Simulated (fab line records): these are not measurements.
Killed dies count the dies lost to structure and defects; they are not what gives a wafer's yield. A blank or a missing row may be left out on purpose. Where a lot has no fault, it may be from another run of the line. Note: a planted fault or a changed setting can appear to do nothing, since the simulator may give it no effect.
fab line records	flow sky130
[record] lots = 6	wafers = 18	last_day = 50
route steps=708 shown SD_P@327 RES_XHIGH@332 SD_N@342 SALICIDE@361 PAD_OPEN@708
lots untouched by any fault: they come from a run of this same line in which no faults occurred
start_h: the number of hours between the record's first day and the start of the first shown wafer of the lot	wait_h: how many hours have passed since the lot's step before this one	" the same as in the row above	L1.1+2: a row that stands for several wafers	- no value, or no start was given	* or withheld: withheld	< > ~ a bound
route shown NAME@n: a module of which the file shows steps, and the number in the route of the first	usual: average and standard deviation across the fault-free wafers	same: alike in all rows	chamber/n: place in a boat	sites: each site's reading	_std_site: the values' standard deviation	_edge_site: the outer-site mean with the inner-site mean subtracted	radius_mm: how far each site lies from the wafer's centre	mask NAME#n: copy n	behind: the tool/chamber that last shaped the wafer	hold: reason for holding the lot/hours on hold/outcome of the hold	device: names the non-switching transistor (n, p or np)	end of line: tests of these same wafers at the route's end	a step given without rows: its recipe and nothing more	killed: the dies lost at the first sort to structure and to defects; this is not the yield of the wafer	map: the dies of a wafer, with x for killed, . for not killed, _ for no die there
set.NAME: the setting that was run; set.NAME@STEP: the one run at that earlier step	model.NAME: the simulator's own value behind a step, which no gauge read
lots at selected steps of the route; one table per step, one row per wafer
services: a tool's chamber out of use, with start hour (start_h, from the record's first day; less than 0 if before it), hours out, and reason
[[steps]]
[step SKY_SD_P_CD_MEAS_07]
[recipe] target_cd_nm = 380
[usual] cd_nm = 380.3/2.2
lot.wafer	tool	chamber	start_h	wait_h	cd_nm
L642.1	cd_sem-01	-	612.82	0.1	383.5
L642.4	"	-	"	"	380.1
L642.5	"	-	"	"	377.1
L650.2	cd_sem-02	-	686.64	0.1	380.5
L650.5	"	-	"	"	380.3
L650.6	"	-	"	"	377.8
L653.2	cd_sem-01	-	704.19	0.1	378.8
L653.5	"	-	"	"	380.4
L653.6	"	-	"	"	379.3
L654.3	cd_sem-01	-	714.06	0.1	381.6
L654.4	"	-	"	"	378.2
L654.5	"	-	"	"	380.7
L661.1	cd_sem-02	-	763.87	0.1	378.8
L661.3	"	-	"	"	380.3
L661.5	"	-	"	"	377.9
L662.1	cd_sem-02	-	770.37	0.1	378.9
L662.3	"	-	"	"	380.3
L662.6	"	-	"	"	379.0
[step SKY_SD_P_OVL_MEAS_08]
[usual] SD_P_OVL = -1.0/1.3
lot.wafer	tool	chamber	start_h	wait_h	SD_P_OVL[nm]
L642.1	overlay-02	-	612.94	0.1	-4.3
L642.4	"	-	"	"	-1.5
L642.5	"	-	"	"	-0.1
L650.2	overlay-02	-	686.75	0.1	0.3
L650.5	"	-	"	"	0.1
L650.6	"	-	"	"	1.0
L653.2	overlay-01	-	704.29	0.1	-1.8
L653.5	"	-	"	"	-0.6
L653.6	"	-	"	"	-3.5
L654.3	overlay-01	-	714.15	0.1	-0.9
L654.4	"	-	"	"	-2.1
L654.5	"	-	"	"	-1.1
L661.1	overlay-01	-	763.99	0.1	0.1
L661.3	"	-	"	"	-0.1
L661.5	"	-	"	"	-2.3
L662.1	overlay-02	-	770.49	0.1	0.9
L662.3	"	-	"	"	-0.3
L662.6	"	-	"	"	-0.2
[step SKY_SD_P_IMPLANT_09]
[recipe] species = BF2	energy_kev = 20	dose_cm2 = 3e+15	tilt_deg = 0
[step SKY_SD_P_STRIP_10]
[recipe] chemistry = O2/N2	power_w = 1400	pressure_mtorr = 1500	platen_temp_c = withheld	o2_flow_sccm = 3000	n2_flow_sccm = 300	overash_fraction = 0.5
[usual] chamber_pressure_mTorr = 1499.9/2.6	drypump_motor_current_A = 5.7/0.36	o2_flow_sccm = 3000/8.6	oes_product_au = 0.617/0.0046	strip_time_to_endpoint_s = 17.51/0.035
lot.wafer	tool	chamber	start_h	wait_h	chamber_pressure_mTorr	drypump_motor_current_A	o2_flow_sccm	oes_product_au	rf_hours_counter_h	strip_time_to_endpoint_s
L642.1	plasma_asher-02	0	613.13	0.1	1499.7	5.7	3005	0.615	51	17.46
L642.4	"	0	"	"	1499.0	5.7	2999	0.617	-	17.47
L642.5	"	0	"	"	1501.6	5.7	2998	0.621	-	17.46
L650.2	plasma_asher-02	0	686.93	0.1	1498.4	5.7	2989	0.623	58	17.52
L650.5	"	0	"	"	1501.4	5.7	2990	0.612	-	17.53
L650.6	"	1	"	"	1499.7	5.8	2998	0.615	-	17.51
L653.2	plasma_asher-02	1	704.47	0.1	1500.8	5.8	2991	0.617	60	17.48
L653.5	"	1	"	"	1498.7	5.8	3002	0.622	-	17.45
L653.6	"	0	"	"	1502.3	5.7	3001	0.613	-	17.48
L654.3	plasma_asher-03	1	714.36	0.1	1498.1	5.8	3010	0.616	-	17.48
L654.4	"	0	"	"	1500.8	4.9	3000	0.613	-	17.48
L654.5	"	1	"	"	1500.2	5.8	3004	0.614	-	17.48
L661.1	plasma_asher-01	1	764.18	0.1	1499.6	5.9	3006	0.622	2	17.53
L661.3	"	0	"	"	1500.2	5.8	2993	0.620	-	17.49
L661.5	"	0	"	"	1500.5	5.9	2989	0.625	-	17.52
L662.1	plasma_asher-01	0	770.68	0.1	1499.5	5.8	2994	0.613	3	17.48
L662.3	"	1	"	"	1498.8	5.9	2999	0.614	-	17.51
L662.6	"	0	"	"	1501.4	5.9	2982	0.609	-	17.47
[step SKY_SD_P_TW_MEAS_11]
[usual] SD_P_TW = 2841/22
lot.wafer	tool	chamber	start_h	wait_h	SD_P_TW
L642.1	film_metro-03	-	613.23	0.1	2817
L642.4	"	-	"	"	2826
L642.5	"	-	"	"	2813
L650.2	film_metro-02	-	687.04	0.1	2850
L650.5	"	-	"	"	2845
L650.6	"	-	"	"	2850
L653.2	film_metro-02	-	704.58	0.1	2844
L653.5	"	-	"	"	2862
L653.6	"	-	"	"	2858
L654.3	film_metro-04	-	714.44	0.1	2843
L654.4	"	-	"	"	2856
L654.5	"	-	"	"	2868
L661.1	film_metro-03	-	764.28	0.1	2842
L661.3	"	-	"	"	2818
L661.5	"	-	"	"	2820
L662.1	film_metro-03	-	770.78	0.1	2820
L662.3	"	-	"	"	2829
L662.6	"	-	"	"	2816
[step SKY_RES_XHIGH_DEHYDRATE_00]
[recipe] temp_c = 200	time_s = 60
[step SKY_RES_XHIGH_HMDS_01]
[recipe] prime_time_s = 60	prime_temp_c = 120
[step SKY_RES_XHIGH_COAT_02]
[recipe] resist = NOVOLAK	spin_rpm = 3000	resist_thk_nm = 1140
[step SKY_RES_XHIGH_SOFTBAKE_03]
[recipe] temp_c = 90	time_s = 60	resist = NOVOLAK
[step SKY_RES_XHIGH_EXPOSE_04]
[recipe] mask_id = URPM	na = 0.6	source_shape = conventional	sigma_outer = 0.6	polarization = unpolarized	target_cd_nm = 1270	dose_mj = 140
[step SKY_RES_XHIGH_PEB_05]
[recipe] temp_c = withheld	time_s = *	resist = NOVOLAK
[step SKY_RES_XHIGH_DEVELOP_06]
[recipe] resist = NOVOLAK	developer = TMAH	develop_time_s = 60	dev_temp_c = 23
[step SKY_RES_XHIGH_IMPLANT_07]
[recipe] species = BF2	energy_kev = 20	dose_cm2 = 3.6e+14	tilt_deg = 0
[usual] dose_ions_cm2 = 3.6e+14/3.7e+11
lot.wafer	tool	chamber	start_h	wait_h	dose_ions_cm2
L642.1	implanter-02	0	640.78	0.1	3.605e+14
L642.4	"	0	"	"	3.604e+14
L642.5	"	0	"	"	3.603e+14
L650.2	implanter-03	0	715.60	0.1	3.806e+14
L650.5	"	0	"	"	3.8e+14
L650.6	"	0	"	"	3.81e+14
L653.2	implanter-03	0	732.05	0.1	3.804e+14
L653.5	"	0	"	"	3.8e+14
L653.6	"	0	"	"	3.801e+14
L654.3	implanter-02	0	742.12	0.1	3.602e+14
L654.4	"	0	"	"	3.6e+14
L654.5	"	0	"	"	3.598e+14
L661.1	implanter-03	0	791.17	0.1	3.604e+14
L661.3	"	0	"	"	3.604e+14
L661.5	"	0	"	"	3.603e+14
L662.1	implanter-02	0	797.42	0.1	3.597e+14
L662.3	"	0	"	"	3.599e+14
L662.6	"	0	"	"	3.598e+14
[step SKY_RES_XHIGH_STRIP_08]
[recipe] chemistry = O2/N2	power_w = 1400	pressure_mtorr = 1500	platen_temp_c = withheld	o2_flow_sccm = 3000	n2_flow_sccm = 300	overash_fraction = 0.5
[usual] chamber_pressure_mTorr = 1500.2/1.3	drypump_motor_current_A = 5.6/0.44	o2_flow_sccm = 3000/7.3	oes_product_au = 0.711/0.0049	strip_time_to_endpoint_s = 14.27/0.035
lot.wafer	tool	chamber	start_h	wait_h	chamber_pressure_mTorr	drypump_motor_current_A	o2_flow_sccm	oes_product_au	rf_hours_counter_h	strip_time_to_endpoint_s
L642.1	plasma_asher-03	0	640.93	0.1	1501.4	4.9	3004	0.704	81	14.25
L642.4	"	0	"	"	1500.6	4.9	2996	0.707	-	14.27
L642.5	"	1	"	"	1501.9	5.8	2992	0.717	-	14.26
L650.2	plasma_asher-03	0	715.73	0.1	1499.7	4.9	2991	0.710	88	14.31
L650.5	"	1	"	"	1501.4	5.8	2993	0.702	-	14.31
L650.6	"	0	"	"	1501.4	4.9	2996	0.713	-	14.33
L653.2	plasma_asher-03	0	732.18	0.1	1502.0	4.9	2987	0.717	89	14.32
L653.5	"	0	"	"	1500.8	4.9	2993	0.707	-	14.34
L653.6	"	1	"	"	1500.4	5.8	3005	0.714	-	14.32
L654.3	plasma_asher-03	0	742.25	0.1	1499.4	4.9	2999	0.712	-	14.30
L654.4	"	1	"	"	1500.3	5.8	2993	0.714	-	14.30
L654.5	"	1	"	"	1500.6	5.8	2997	0.699	-	14.33
L661.1	plasma_asher-04	0	791.32	0.1	1500.0	5.8	2999	0.713	37	14.28
L661.3	"	1	"	"	1501.1	6.0	2993	0.711	-	14.26
L661.5	"	1	"	"	1499.5	6.0	2988	0.706	-	14.27
L662.1	plasma_asher-04	1	797.57	0.1	1499.3	6.0	3001	0.715	38	14.26
L662.3	"	1	"	"	1499.8	6.0	2998	0.708	-	14.26
L662.6	"	1	"	"	1496.6	6.0	3008	0.714	-	14.25
[step SKY_RES_XHIGH_TW_MEAS_09]
[usual] RES_XHIGH_TW = 1652/9.9
lot.wafer	tool	chamber	start_h	wait_h	RES_XHIGH_TW
L642.1	film_metro-04	-	641.03	0.1	1651
L642.4	"	-	"	"	1660
L642.5	"	-	"	"	1662
L650.2	film_metro-03	-	715.84	0.1	1670
L650.5	"	-	"	"	1675
L650.6	"	-	"	"	1682
L653.2	film_metro-03	-	732.29	0.1	1657
L653.5	"	-	"	"	1648
L653.6	"	-	"	"	1644
L654.3	film_metro-04	-	742.34	0.1	1656
L654.4	"	-	"	"	1661
L654.5	"	-	"	"	1658
L661.1	film_metro-04	-	791.42	0.1	1654
L661.3	"	-	"	"	1654
L661.5	"	-	"	"	1653
L662.1	film_metro-03	-	797.67	0.1	1644
L662.3	"	-	"	"	1642
L662.6	"	-	"	"	1653
[step SKY_SD_N_DEHYDRATE_00]
[recipe] temp_c = 200	time_s = 60
[step SKY_SD_N_HMDS_01]
[recipe] prime_time_s = 60	prime_temp_c = 120
[step SKY_SD_N_COAT_02]
[recipe] resist = NOVOLAK	spin_rpm = 3000	resist_thk_nm = 1140
[step SKY_SD_N_SOFTBAKE_03]
[recipe] temp_c = 90	time_s = 60	resist = NOVOLAK
[step SKY_SD_N_EXPOSE_04]
[recipe] mask_id = NSDM	na = 0.6	source_shape = conventional	sigma_outer = 0.6	polarization = unpolarized	target_cd_nm = 380	dose_mj = 141
[step SKY_SD_N_PEB_05]
[recipe] temp_c = withheld	time_s = *	resist = NOVOLAK
[step SKY_SD_N_DEVELOP_06]
[recipe] resist = NOVOLAK	developer = TMAH	develop_time_s = 60	dev_temp_c = 23
[step SKY_SD_N_CD_MEAS_07]
[recipe] target_cd_nm = 380
[usual] cd_nm = 380.2/2.7
lot.wafer	tool	chamber	start_h	wait_h	cd_nm
L642.1	cd_sem-01	-	669.17	0.1	384.7
L642.4	"	-	"	"	383.2
L642.5	"	-	"	"	383.7
L650.2	cd_sem-01	-	743.45	0.1	380.0
L650.5	"	-	"	"	384.7
L650.6	"	-	"	"	381.6
L653.2	cd_sem-02	-	759.24	0.1	378.0
L653.5	"	-	"	"	377.8
L653.6	"	-	"	"	377.9
L654.3	cd_sem-01	-	769.02	0.1	384.9
L654.4	"	-	"	"	385.1
L654.5	"	-	"	"	385.7
L661.1	cd_sem-01	-	816.88	0.1	380.4
L661.3	"	-	"	"	382.7
L661.5	"	-	"	"	376.6
L662.1	cd_sem-01	-	823.38	0.1	379.6
L662.3	"	-	"	"	382.1
L662.6	"	-	"	"	379.0
[step SKY_SD_N_OVL_MEAS_08]
[usual] SD_N_OVL = -0.8/1.3
lot.wafer	tool	chamber	start_h	wait_h	SD_N_OVL[nm]
L642.1	overlay-01	-	669.29	0.1	-1.1
L642.4	"	-	"	"	-3.1
L642.5	"	-	"	"	0.9
L650.2	overlay-01	-	743.55	0.1	-2.9
L650.5	"	-	"	"	-0.5
L650.6	"	-	"	"	-3.7
L653.2	overlay-02	-	759.35	0.1	-0.5
L653.5	"	-	"	"	0.8
L653.6	"	-	"	"	1.1
L654.3	overlay-02	-	769.11	0.1	-0.5
L654.4	"	-	"	"	-1.2
L654.5	"	-	"	"	0.3
L661.1	overlay-01	-	817.00	0.1	-1.4
L661.3	"	-	"	"	-1.2
L661.5	"	-	"	"	-1.8
L662.1	overlay-02	-	823.50	0.1	0.6
L662.3	"	-	"	"	-1.1
L662.6	"	-	"	"	1.9
[step SKY_SD_N_IMPLANT_09]
[recipe] species = As	energy_kev = 50	dose_cm2 = 4e+15	tilt_deg = 0
[step SKY_SD_N_IMPLANT_10]
[recipe] species = P	energy_kev = 20	dose_cm2 = 1e+14	tilt_deg = 0
[step SKY_SD_N_STRIP_11]
[recipe] chemistry = O2/N2	power_w = 1400	pressure_mtorr = 1500	platen_temp_c = withheld	o2_flow_sccm = 3000	n2_flow_sccm = 300	overash_fraction = 0.5
[usual] chamber_pressure_mTorr = 1500.0/1.4	drypump_motor_current_A = 5.7/0.39	o2_flow_sccm = 2999/8.5	oes_product_au = 0.527/0.0045	strip_time_to_endpoint_s = 22.56/0.037
lot.wafer	tool	chamber	start_h	wait_h	chamber_pressure_mTorr	drypump_motor_current_A	o2_flow_sccm	oes_product_au	rf_hours_counter_h	strip_time_to_endpoint_s
L642.1	plasma_asher-03	1	669.63	0.1	1499.0	5.8	3002	0.532	84	22.53
L642.4	"	0	"	"	1500.4	4.9	2989	0.530	-	22.59
L642.5	"	0	"	"	1504.0	4.9	2984	0.528	-	22.56
L650.2	plasma_asher-03	0	743.88	0.1	1499.7	4.9	2994	0.524	91	22.52
L650.5	"	1	"	"	1501.6	5.8	2988	0.526	-	22.55
L650.6	"	0	"	"	1500.1	4.9	2981	0.534	-	22.55
L653.2	plasma_asher-04	1	759.68	0.1	1499.0	6.0	3011	0.528	34	22.58
L653.5	"	0	"	"	1498.5	5.8	2999	0.525	-	22.61
L653.6	"	1	"	"	1498.8	6.0	3007	0.527	-	22.58
L654.3	plasma_asher-04	1	769.47	0.1	1499.4	6.0	3007	0.532	-	22.65
L654.4	"	0	"	"	1499.7	5.8	2985	0.529	-	22.55
L654.5	"	1	"	"	1499.0	6.0	2986	0.524	-	22.57
L661.1	plasma_asher-04	0	817.33	0.1	1500.3	5.8	2997	0.534	40	22.53
L661.3	"	1	"	"	1499.7	6.0	2999	0.523	-	22.53
L661.5	"	1	"	"	1500.4	6.0	2998	0.528	-	22.50
L662.1	plasma_asher-04	0	823.83	0.1	1501.4	5.8	3008	0.514	41	22.57
L662.3	"	1	"	"	1499.7	6.0	3015	0.534	-	22.52
L662.6	"	1	"	"	1502.2	6.0	3004	0.523	-	22.55
[step SKY_SD_N_TW_MEAS_12]
[usual] SD_N_TW = 4008/28
lot.wafer	tool	chamber	start_h	wait_h	SD_N_TW
L642.1	film_metro-02	-	669.73	0.1	4065
L642.4	"	-	"	"	4068
L642.5	"	-	"	"	4060
L650.2	film_metro-02	-	743.99	0.1	4025
L650.5	"	-	"	"	4037
L650.6	"	-	"	"	4042
L653.2	film_metro-03	-	759.79	0.1	3958
L653.5	"	-	"	"	3979
L653.6	"	-	"	"	3975
L654.3	film_metro-04	-	769.55	0.1	4012
L654.4	"	-	"	"	4017
L654.5	"	-	"	"	4017
L661.1	film_metro-03	-	817.43	0.1	3986
L661.3	"	-	"	"	3967
L661.5	"	-	"	"	3934
L662.1	film_metro-04	-	823.93	0.1	4014
L662.3	"	-	"	"	4018
L662.6	"	-	"	"	4017
[step SKY_SD_N_CLEAN_13]
[recipe] chemistry = SC1/SC2	mix = 1:4:20	temp_c = 70	time_s = 150	dry = n2_spin
[step SKY_SD_N_RTA_14]
[recipe] temp_c = 1075	time_s = 2	idle_temp_c = 650	ramp_up_c_per_s = 150	ramp_down_c_per_s = 90	ambient = N2
[usual] lamp_power_pct = 15.73/0.054	ramp_down_c_per_s = 90.001/0.015	wafer_temp_C_max = 1078.1/1.3
lot.wafer	tool	chamber	start_h	wait_h	lamp_power_pct	ramp_down_c_per_s	wafer_temp_C_max
L642.1	rtp_anneal-02	0	669.84	0.0	15.76	90.025	1078.6
L642.4	"	0	"	"	15.69	89.967	1079.9
L642.5	"	0	"	"	15.75	90.025	1077.7
L650.2	rtp_anneal-02	0	744.15	0.0	15.73	90.002	1078.9
L650.5	"	0	"	"	15.66	89.995	1077.7
L650.6	"	0	"	"	15.76	89.998	1079.9
L653.2	rtp_anneal-02	0	759.90	0.0	15.86	89.997	1077.5
L653.5	"	0	"	"	15.76	90.003	1078.7
L653.6	"	0	"	"	15.69	89.954	1079.6
L654.3	rtp_anneal-01	0	769.66	0.0	15.80	89.988	1078.3
L654.4	"	0	"	"	15.75	89.982	1079.0
L654.5	"	0	"	"	15.78	90.003	1078.1
L661.1	rtp_anneal-01	0	817.54	0.0	15.66	90.015	1078.7
L661.3	"	0	"	"	15.74	89.997	1077.9
L661.5	"	0	"	"	15.80	90.015	1077.2
L662.1	rtp_anneal-02	0	824.04	0.0	15.62	89.991	1075.1
L662.3	"	0	"	"	15.72	90.016	1078.3
L662.6	"	0	"	"	15.71	89.991	1077.6
[step SKY_SD_N_RS_MEAS_16]
[recipe] thk_meas_gauge = four-point-probe
[usual] SD_N_RS = 68.47/0.14
lot.wafer	tool	chamber	start_h	wait_h	SD_N_RS[ohm/sq]
L642.1	film_metro-03	-	670.01	0.1	68.32
L642.4	"	-	"	"	68.34
L642.5	"	-	"	"	68.38
L650.2	film_metro-03	-	744.38	0.1	68.24
L650.5	"	-	"	"	68.34
L650.6	"	-	"	"	68.52
L653.2	film_metro-04	-	760.08	0.1	68.41
L653.5	"	-	"	"	68.40
L653.6	"	-	"	"	68.33
L654.3	film_metro-03	-	769.86	0.1	68.46
L654.4	"	-	"	"	68.49
L654.5	"	-	"	"	68.41
L661.1	film_metro-04	-	817.72	0.1	68.42
L661.3	"	-	"	"	68.34
L661.5	"	-	"	"	68.39
L662.1	film_metro-03	-	824.22	0.1	68.46
L662.3	"	-	"	"	68.31
L662.6	"	-	"	"	68.29
[step SKY_SD_N_RS_MEAS_17]
[recipe] thk_meas_gauge = four-point-probe
[usual] SD_P_RS = 146.9/0.4
lot.wafer	tool	chamber	start_h	wait_h	SD_P_RS[ohm/sq]
L642.1	film_metro-03	-	670.13	0.1	146.4
L642.4	"	-	"	"	146.7
L642.5	"	-	"	"	146.8
L650.2	film_metro-03	-	744.50	0.1	146.2
L650.5	"	-	"	"	146.2
L650.6	"	-	"	"	146.5
L653.2	film_metro-04	-	760.20	0.1	146.8
L653.5	"	-	"	"	147.1
L653.6	"	-	"	"	146.8
L654.3	film_metro-03	-	769.98	0.1	146.1
L654.4	"	-	"	"	146.7
L654.5	"	-	"	"	146.2
L661.1	film_metro-04	-	817.84	0.1	146.6
L661.3	"	-	"	"	146.6
L661.5	"	-	"	"	146.9
L662.1	film_metro-03	-	824.34	0.1	146.5
L662.3	"	-	"	"	146.5
L662.6	"	-	"	"	146.5
[step SKY_SD_N_RS_MEAS_18]
[recipe] thk_meas_gauge = four-point-probe
[usual] RES_XHIGH_RS = 332.9/1.5
lot.wafer	tool	chamber	start_h	wait_h	RES_XHIGH_RS[ohm/sq]
L642.1	film_metro-03	-	670.25	0.1	334.1
L642.4	"	-	"	"	335.3
L642.5	"	-	"	"	333.6
L650.2	film_metro-03	-	744.62	0.1	316.1
L650.5	"	-	"	"	316.4
L650.6	"	-	"	"	315.5
L653.2	film_metro-04	-	760.32	0.1	319.7
L653.5	"	-	"	"	318.7
L653.6	"	-	"	"	319.3
L654.3	film_metro-03	-	770.10	0.1	332.3
L654.4	"	-	"	"	330.6
L654.5	"	-	"	"	331.5
L661.1	film_metro-04	-	817.96	0.1	331.5
L661.3	"	-	"	"	332.3
L661.5	"	-	"	"	332.2
L662.1	film_metro-03	-	824.46	0.1	330.7
L662.3	"	-	"	"	330.5
L662.6	"	-	"	"	330.3
[step SKY_SALICIDE_CLEAN_00]
[recipe] chemistry = HF-last	time_s = 30	dilution = 100:1	dry = ipa_marangoni
[step SKY_PAD_OPEN_PROBE_99]
[usual] killed_at_M0_to_M3 = 44/7.7	killed_at_M4_up = 3.2/1.7	killed_at_contacts = 24/5.3	killed_at_front_end = 15/4.3	killed_at_other = 0.3/0.57	killed_dies = 87/11	killed_open = 47/7.4	killed_short = 40/6.5
[same] gross_dies = 492	killed_at_back_side = 0
lot.wafer	tool	chamber	start_h	wait_h	killed_at_M0_to_M3	killed_at_M4_up	killed_at_contacts	killed_at_front_end	killed_at_other	killed_dies	killed_open	killed_short	model.etest.res_xhigh_po.line_ohm_um	model.etest.res_xhigh_po.rs_ohm_sq
L642.1	prober-01	-	1091.20	0.1	50	1	38	22	0	111	57	54	5727	2002
L642.4	prober-01	-	1091.35	0.2	42	2	30	13	0	87	42	45	6072	2114
L642.5	prober-01	-	1091.40	0.2	52	6	22	16	0	96	56	40	6122	2128
L650.2	prober-01	-	1144.25	0.1	60	5	27	9	1	102	52	50	4978	1732
L650.5	prober-01	-	1144.40	0.2	54	1	17	15	1	88	45	43	5119	1766
L650.6	prober-01	-	1144.45	0.2	41	4	34	14	0	93	48	45	5036	1724
L653.2	prober-01	-	1155.81	0.1	38	4	19	17	1	79	46	32	5051	1776
L653.5	prober-01	-	1155.96	0.2	44	4	22	17	2	89	46	42	5083	1773
L653.6	prober-01	-	1156.01	0.2	48	2	26	23	1	100	50	50	4954	1760
L654.3	prober-02	-	1162.39	0.2	33	3	23	16	0	75	41	33	6261	2166
L654.4	prober-02	-	1162.44	0.2	35	5	26	20	0	86	50	36	6287	2161
L654.5	prober-02	-	1162.49	0.2	44	4	23	15	0	86	52	34	5752	2036
L661.1	prober-02	-	1191.10	0.1	62	4	33	12	1	112	65	47	5430	1933
L661.3	prober-02	-	1191.20	0.2	42	2	18	22	0	84	46	38	5447	1906
L661.5	prober-02	-	1191.30	0.2	54	1	29	20	0	104	62	41	5716	1999
L662.1	prober-01	-	1194.14	0.1	33	4	24	17	2	80	43	36	5679	2027
L662.3	prober-01	-	1194.24	0.2	35	4	20	12	0	71	38	33	5757	1993
L662.6	prober-01	-	1194.39	0.2	44	1	27	12	1	85	40	44	5539	1939
// killed by level:class
L642.1 CONTACT:geometric_particle:open=14 CONTACT:geometric_particle:short=10 LI_CONTACT:geometric_particle:open=9 METAL1:geometric_particle:short=7 VIA1:geometric_particle:short=7 FIELD_ISO:geometric_particle:open=6 VIA3:geometric_particle:open=6 POLY_GATE:geometric_particle:open=5
L642.4 CONTACT:geometric_particle:open=9 VIA1:geometric_particle:open=9 METAL2:geometric_particle:short=8 LI_CONTACT:geometric_particle:open=7 CONTACT:geometric_particle:short=7 VIA1:geometric_particle:short=6 FIELD_ISO:geometric_particle:open=5 LI_CONTACT:geometric_particle:short=5
L642.5 VIA1:geometric_particle:open=13 FIELD_ISO:geometric_particle:open=9 VIA3:geometric_particle:open=8 CONTACT:geometric_particle:open=8 CONTACT:geometric_particle:short=6 VIA1:geometric_particle:short=6 VIA2:geometric_particle:open=5 METAL2:geometric_particle:short=5
L650.2 VIA1:geometric_particle:open=20 METAL1:geometric_particle:short=8 CONTACT:geometric_particle:open=7 VIA3:geometric_particle:short=6 VIA1:geometric_particle:short=6 VIA2:geometric_particle:open=6 LI_CONTACT:geometric_particle:short=5 LI_CONTACT:geometric_particle:open=5
L650.5 VIA1:geometric_particle:open=12 METAL1:geometric_particle:short=9 METAL2:geometric_particle:short=9 VIA2:geometric_particle:open=9 FIELD_ISO:geometric_particle:open=6 VIA3:geometric_particle:open=6 LI_CONTACT:geometric_particle:open=5 POLY_GATE:geometric_particle:short=4
L650.6 CONTACT:geometric_particle:open=18 VIA1:geometric_particle:open=8 LI_CONTACT:geometric_particle:open=6 METAL2:geometric_particle:short=6 METAL1:geometric_particle:short=6 VIA3:geometric_particle:short=5 FIELD_ISO:geometric_particle:short=4 POLY_GATE:geometric_particle:short=4
L653.2 CONTACT:geometric_particle:open=11 VIA1:geometric_particle:open=8 POLY_GATE:geometric_particle:open=7 METAL2:geometric_particle:short=7 VIA3:geometric_particle:open=5 FIELD_ISO:geometric_particle:open=4 METAL1:geometric_particle:short=4 VIA2:geometric_particle:open=4
L653.5 VIA1:geometric_particle:open=12 LI_CONTACT:geometric_particle:open=8 VIA3:geometric_particle:open=6 CONTACT:geometric_particle:open=6 FIELD_ISO:geometric_particle:short=5 FIELD_ISO:geometric_particle:open=4 POLY_GATE:geometric_particle:open=4 VIA2:geometric_particle:short=4
L653.6 VIA1:geometric_particle:open=15 CONTACT:geometric_particle:open=8 VIA1:geometric_particle:short=8 FIELD_ISO:geometric_particle:short=6 CONTACT:geometric_particle:short=5 POLY_GATE:geometric_particle:short=5 LI_CONTACT:geometric_particle:short=5 METAL1:geometric_particle:short=5
L654.3 VIA3:geometric_particle:open=7 CONTACT:geometric_particle:open=7 CONTACT:geometric_particle:short=7 VIA1:geometric_particle:open=6 FIELD_ISO:geometric_particle:open=5 LI_CONTACT:geometric_particle:open=5 VIA2:geometric_particle:open=5 FIELD_ISO:geometric_particle:short=4
L654.4 CONTACT:geometric_particle:open=10 LI_CONTACT:geometric_particle:open=8 VIA3:geometric_particle:open=7 VIA1:geometric_particle:open=6 SPACER:geometric_particle:open=5 POLY_GATE:geometric_particle:short=4 METAL1:geometric_particle:short=4 METAL2:geometric_particle:short=4
L654.5 VIA1:geometric_particle:open=12 CONTACT:geometric_particle:open=11 VIA3:geometric_particle:open=8 LI_CONTACT:geometric_particle:open=6 METAL2:geometric_particle:short=5 LI_CONTACT:geometric_particle:short=4 METAL1:geometric_particle:short=4 VIA1:geometric_particle:short=4
L661.1 VIA1:geometric_particle:open=13 CONTACT:geometric_particle:open=13 VIA3:geometric_particle:open=11 METAL2:geometric_particle:short=10 VIA1:geometric_particle:short=8 LI_CONTACT:geometric_particle:open=7 METAL1:geometric_particle:short=7 VIA2:geometric_particle:open=6
L661.3 VIA1:geometric_particle:open=11 FIELD_ISO:geometric_particle:short=10 CONTACT:geometric_particle:open=7 LI_CONTACT:geometric_particle:open=6 VIA1:geometric_particle:short=6 POLY_GATE:geometric_particle:open=5 VIA2:geometric_particle:short=5 VIA3:geometric_particle:open=5
L661.5 VIA1:geometric_particle:open=17 VIA3:geometric_particle:open=14 CONTACT:geometric_particle:short=9 CONTACT:geometric_particle:open=8 POLY_GATE:geometric_particle:short=7 LI_CONTACT:geometric_particle:open=7 POLY_GATE:geometric_particle:open=5 METAL1:geometric_particle:short=5
L662.1 CONTACT:geometric_particle:open=8 LOCAL_INTERCONNECT:geometric_particle:short=7 VIA3:geometric_particle:open=6 VIA1:geometric_particle:open=5 VIA1:geometric_particle:short=5 VIA2:geometric_particle:open=5 FIELD_ISO:geometric_particle:open=4 LI_CONTACT:geometric_particle:open=4
L662.3 VIA3:geometric_particle:open=9 CONTACT:geometric_particle:open=7 CONTACT:geometric_particle:short=5 METAL2:geometric_particle:short=5 VIA1:geometric_particle:open=5 LI_CONTACT:geometric_particle:open=4 VIA3:geometric_particle:short=4 FIELD_ISO:geometric_particle:short=3
L662.6 VIA1:geometric_particle:short=9 LI_CONTACT:geometric_particle:open=8 VIA1:geometric_particle:open=8 CONTACT:geometric_particle:short=7 VIA3:geometric_particle:open=6 POLY_GATE:geometric_particle:short=5 CONTACT:geometric_particle:open=5 POLY_GATE:geometric_particle:open=4
[[services]]
tool	chamber	start_h	hours	kind
plasma_asher-01	-	597.15	1.4	repair
implanter-02	-	690.89	5.2	repair
implanter-03	-	693.70	1.4	repair
plasma_asher-03	-	723.94	6.9	repair
plasma_asher-01	-	733.75	9.0	pm
plasma_asher-01	0	733.75	9.0	vent_cycle
plasma_asher-01	1	733.75	9.0	vent_cycle
plasma_asher-01	0	742.75	-	clean
plasma_asher-01	1	742.75	-	clean
implanter-02	-	805.63	2.3	repair
plasma_asher-03	-	810.41	15.6	pm
[[key]]
[first_sign] step = SKY_RES_XHIGH_IMPLANT_07	reading = dose_ions_cm2	direction = up	sigmas = 56	usual = *	struck = *
[effect] step = SKY_SD_N_RS_MEAS_18	reading = RES_XHIGH_RS	direction = down	sigmas = 10	usual = 332.9	struck = 317.6
[model_effect] step = SKY_PAD_OPEN_PROBE_99	value = etest.res_xhigh_po.line_ohm_um	without = 5586	struck = 5037
met_at SKY_RES_XHIGH_IMPLANT_07
struck_wafers L650.2,L650.5,L650.6,L653.2,L653.5,L653.6
tester_left_out L650,L653
[fault] kind = process_parameter_drift	tool = implanter-03	chamber = -	onset_h = 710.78	steps = SKY_RES_XHIGH_IMPLANT_07	channel = dose_cm2	offset = *	shape = step	end_h = 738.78	acts_in = *	stated = *
// tester_left_out: of these lots the tester's yield and bins aren't shown, on N5 and GAA mostly nor the transistor test; their killed dies are dies lost to structure and defects alone, not to doping, threshold or leakage, so they don't give the yield
